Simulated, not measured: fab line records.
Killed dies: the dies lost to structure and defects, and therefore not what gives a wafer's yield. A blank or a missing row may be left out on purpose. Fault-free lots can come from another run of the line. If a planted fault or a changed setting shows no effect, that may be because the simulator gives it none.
The tool behind it: which one? :: flow sky130 :: Sampling: 6 lots, 18 wafers, 4 of 708 route steps

## WHAT THE GAUGES SHOWED, per wafer
SKY_PASSIVATION_THK_MEAS_03.
lot: L507
measured: day 44 12:22
on: film_metro-03
PASSIVATION_CVD_02_THK (nm): 539 551 542

lot: L509
measured: day 44 18:20
on: film_metro-02
PASSIVATION_CVD_02_THK (nm): 541 547 552

lot: L515
measured: day 46 13:10
on: film_metro-02
PASSIVATION_CVD_02_THK (nm): 533 542 557

lot: L521
measured: day 48 02:57
on: film_metro-03
PASSIVATION_CVD_02_THK (nm): 540 548 551

lot: L524
measured: day 48 10:26
on: film_metro-02
PASSIVATION_CVD_02_THK (nm): 534 548 543

lot: L528
measured: day 49 13:37
on: film_metro-04
PASSIVATION_CVD_02_THK (nm): 536 553 541

## WHICH TOOL RAN EACH LOT (tool, then ch and the chambers of the sampled wafers, then the start)
lot: L507
SKY_METAL3_SPUTTER_00: pvd_sputter-03, day 37 05:22
SKY_METAL5_SPUTTER_04: pvd_sputter-03, day 43 13:18
SKY_METAL5_METAL_ETCH_15: rie_metal-03 ch 0,1, day 44 11:17

lot: L509
SKY_METAL3_SPUTTER_00: pvd_sputter-04, day 37 09:05
SKY_METAL5_SPUTTER_04: pvd_sputter-03, day 43 18:31
SKY_METAL5_METAL_ETCH_15: rie_metal-02 ch 0,1, day 44 17:15

lot: L515
SKY_METAL3_SPUTTER_00: pvd_sputter-02, day 39 09:07
SKY_METAL5_SPUTTER_04: pvd_sputter-03, day 45 14:41
SKY_METAL5_METAL_ETCH_15: rie_metal-01 ch 1, day 46 11:48

lot: L521
SKY_METAL3_SPUTTER_00: pvd_sputter-04, day 41 05:58
SKY_METAL5_SPUTTER_04: pvd_sputter-03, day 47 05:51
SKY_METAL5_METAL_ETCH_15: rie_metal-01 ch 0,1, day 48 01:49

lot: L524
SKY_METAL3_SPUTTER_00: pvd_sputter-03, day 41 19:05
SKY_METAL5_SPUTTER_04: pvd_sputter-03, day 47 13:37
SKY_METAL5_METAL_ETCH_15: rie_metal-03 ch 0,1, day 48 09:14

lot: L528
SKY_METAL3_SPUTTER_00: pvd_sputter-04, day 43 06:04
SKY_METAL5_SPUTTER_04: pvd_sputter-02, day 48 18:48
SKY_METAL5_METAL_ETCH_15: rie_metal-02 ch 0, day 49 12:14
- SKY_METAL3_SPUTTER_00: material Ti, target thk 15 nm, time 10 s.
- SKY_METAL5_SPUTTER_04: material TiN, target thk 70 nm, time 58.3 s.
- SKY_METAL5_METAL_ETCH_15: etches the open film in Cl2/BCl3, stops on SiO2, target depth 1260 nm, time 264.4 s.

## THE ANSWER, worked out from the rows above alone
Rule: what is usual is taken from the lots themselves. Put in order of their means at a reading, lots are off if they are a third of the lots or fewer, leave a main group of 4 or more, and stand apart from it by a gap of 3 or more times the standard deviation of the main group's means; of several such gaps the widest counts. If all means in a main group match to the digits the tables above print for the reading, that group is not used. Also off: a lot with no number at a reading for which 4 or more lots have one. The other lots that the step has rows for count as sound.
None of the lots is off at any reading shown; this tells nothing.

## WHAT HAD BEEN PUT IN BY THE SIMULATOR
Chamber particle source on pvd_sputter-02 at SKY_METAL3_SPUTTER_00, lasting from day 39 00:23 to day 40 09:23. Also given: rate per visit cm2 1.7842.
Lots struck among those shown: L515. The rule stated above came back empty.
